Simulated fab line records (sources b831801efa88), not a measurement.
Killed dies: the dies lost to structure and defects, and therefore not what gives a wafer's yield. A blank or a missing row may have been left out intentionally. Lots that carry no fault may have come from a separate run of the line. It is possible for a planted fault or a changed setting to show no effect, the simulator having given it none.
Matching of chambers	flow sky130	SKY_LI_CONTACT_CMP_24 on cmp-01 has 4 sister chambers
The step polishes, stops on PSG, t overpolish 20 s, target thk 0 nm. 27 wafers are shown with their chamber, then 12 later ones without.

== WAFERS PAIRED WITH THEIR CHAMBERS ==
wafer	chamber	motor_current_A (A)	time_to_endpoint_s (s)	overpolish_run_s (s)
L074.2	3	10.2	101	19.991
L074.4	0	9.8	94	20.004
L074.5	0	10.4	94	20.016
L076.2	1	11.3	95	20.002
L076.4	2	12.3	99	20.013
L076.5	3	10.1	97	20.012
L079.1	2	12.7	96	20.000
L079.3	0	10.0	95	20.003
L079.6	2	12.2	96	19.993
L082.1	2	12.4	94	19.998
L082.4	0	10.0	94	20.003
L082.6	2	12.2	95	20.002
L083.4	2	12.0	100	19.999
L083.5	2	12.5	95	20.009
L083.6	3	10.1	96	19.997
L084.2	3	10.3	97	19.999
L084.5	0	10.0	94	20.007
L084.6	3	10.3	95	20.000
L088.1	2	11.6	97	20.003
L088.5	0	10.4	96	19.988
L088.6	3	10.7	100	19.994
L087.2	0	9.8	94	20.010
L087.4	1	10.2	95	19.990
L087.5	3	10.2	99	19.993
L089.1	1	11.1	90	19.987
L089.2	2	13.0	100	19.996
L089.6	0	9.9	92	19.990

SIGNATURES (averages over the wafers above)
reading	chamber 0	chamber 1	chamber 2	chamber 3	scatter within a chamber
motor_current_A	10.037	10.867	12.322	10.271	0.338
time_to_endpoint_s	94.12	93.33	96.89	97.86	2.04
overpolish_run_s	20.00263	19.99300	20.00144	19.99800	0.00769
Rule: a wafer's distance from a chamber is the root of the sum, over the readings, of the square of ((its reading less the chamber's mean) divided by the reading's scatter). The wafer belongs to the nearest chamber; if the next one is less than 2 further off, it can't be placed. The scatter: the root of (the sum of the squares of (reading less its chamber's mean) over the shown wafers, divided by (wafers less chambers)).

== WAFERS WITH NO CHAMBER GIVEN ==
wafer	motor_current_A (A)	time_to_endpoint_s (s)	overpolish_run_s (s)
L091.1	10.5	95	20.010
L091.3	12.3	99	20.000
L091.4	9.6	96	20.006
L092.3	9.4	94	20.004
L092.4	11.9	99	20.005
L092.5	9.7	96	19.997
L095.3	10.0	97	19.993
L095.4	9.6	93	19.986
L095.5	10.2	97	20.013
L097.1	10.1	91	20.003
L097.3	10.0	87	20.005
L097.5	9.6	91	20.001

== WHICH CHAMBER EACH WENT THROUGH ==
wafer	from the rows above	in truth
L091.1	can't be placed: 0 or 3 or 1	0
L091.3	2	2
L091.4	can't be placed: 0 or 3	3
L092.3	can't be placed: 0 or 3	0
L092.4	2	2
L092.5	can't be placed: 0 or 3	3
L095.3	can't be placed: 3 or 0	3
L095.4	can't be placed: 0 or 3 or 1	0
L095.5	can't be placed: 3 or 0 or 1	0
L097.1	can't be placed: 0 or 1 or 3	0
L097.3	can't be placed: 0 or 1 or 3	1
L097.5	can't be placed: 0 or 3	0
Correctly placed: 2 of 12. Not placeable from these rows: 10 (in 10, the candidates include the true chamber). Wrongly placed: 0.
